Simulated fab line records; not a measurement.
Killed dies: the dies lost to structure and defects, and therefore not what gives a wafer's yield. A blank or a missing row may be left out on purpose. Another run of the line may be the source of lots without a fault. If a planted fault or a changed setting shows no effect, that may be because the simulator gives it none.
2 desks looking at one fault :: flow sky130 :: numbers are kept per desk, each desk with only its own; the story behind them comes last

AT THE METROLOGY DESK
What the gauges read for every lot (on any tool): the sampled wafers with a number, averaged. If a lot's mean is further than 4 standard deviations from the usual mean, the lot is out of limits and carries the mark OUT (the distance appears in the brackets).
Columns: A = VIA4_W_THK at SKY_VIA4_THK_MEAS_20, usual 524 nm
lot: L261
first seen here: day 42 21:17
A: 524

lot: L262
first seen here: day 43 07:53
A: 527

lot: L265
first seen here: day 44 04:33
A: 531

lot: L264
first seen here: day 44 06:52
A: 526

lot: L266
first seen here: day 44 13:26
A: 517

lot: L267
first seen here: day 44 22:58
A: 525

lot: L268
first seen here: day 45 02:53
A: 535

lot: L269
first seen here: day 45 09:42
A: 520

lot: L270
first seen here: day 45 11:41
A: 519

lot: L274
first seen here: day 46 13:39
A: 527

lot: L280
first seen here: day 47 16:21
A: 533

lot: L281
first seen here: day 47 22:34
A: 524
This desk's finding: nothing out of limits on any of the 12 lots.

DESK OF THE TOOL OWNER: rie_si-01
The tool's own readings at SKY_FIELD_ISO_ETCH_17 (etches Si in HBr/Cl2/O2, target depth 342 nm, time 97.7 s): means of the sampled wafers that have a number, for each lot that ran on this tool. If a lot's mean is further than 4 standard deviations from the usual mean, the lot is out of limits and carries the mark OUT (the distance appears in the brackets).
Columns: A = O2_flow_sccm at SKY_FIELD_ISO_ETCH_17, usual 6.001 sccm; B = drypump_motor_current_A at SKY_FIELD_ISO_ETCH_17, usual 5.8 A; C = oes_product_au at SKY_FIELD_ISO_ETCH_17, usual 0.999 a.u.; D = throttle_valve_pct at SKY_FIELD_ISO_ETCH_17, usual 25.658 %
lot: L261
first seen here: day 2 04:32
A: 6.005
B: 6.3
C: 1.001
D: 25.651

lot: L262
first seen here: day 2 11:03
A: 5.986
B: 5.7
C: 0.997
D: 25.663

lot: L264
first seen here: day 2 20:48
A: 5.982
B: 5.9
C: 0.986
D: 25.660

lot: L266
first seen here: day 3 06:26
A: 6.007
B: 6.0
C: 0.997
D: 25.662

lot: L267
first seen here: day 3 14:30
A: 6.016
B: 5.7
C: 1.002
D: 25.663

lot: L269
first seen here: day 3 22:01
A: 6.006
B: 6.0
C: 1.000
D: 25.654

lot: L274
first seen here: day 5 00:17
A: 6.016
B: 6.0
C: 0.995
D: 25.664

lot: L280
first seen here: day 6 07:33
A: 5.991
B: 5.4
C: 0.996
D: 25.664
This desk's finding: nothing out of limits on any of the 8 lots.

ALL TOGETHER
Nothing out of limits was seen by the metrology desk.
The desk of the tool owner found nothing out of limits.

WHAT THE SIMULATOR HAD PUT IN
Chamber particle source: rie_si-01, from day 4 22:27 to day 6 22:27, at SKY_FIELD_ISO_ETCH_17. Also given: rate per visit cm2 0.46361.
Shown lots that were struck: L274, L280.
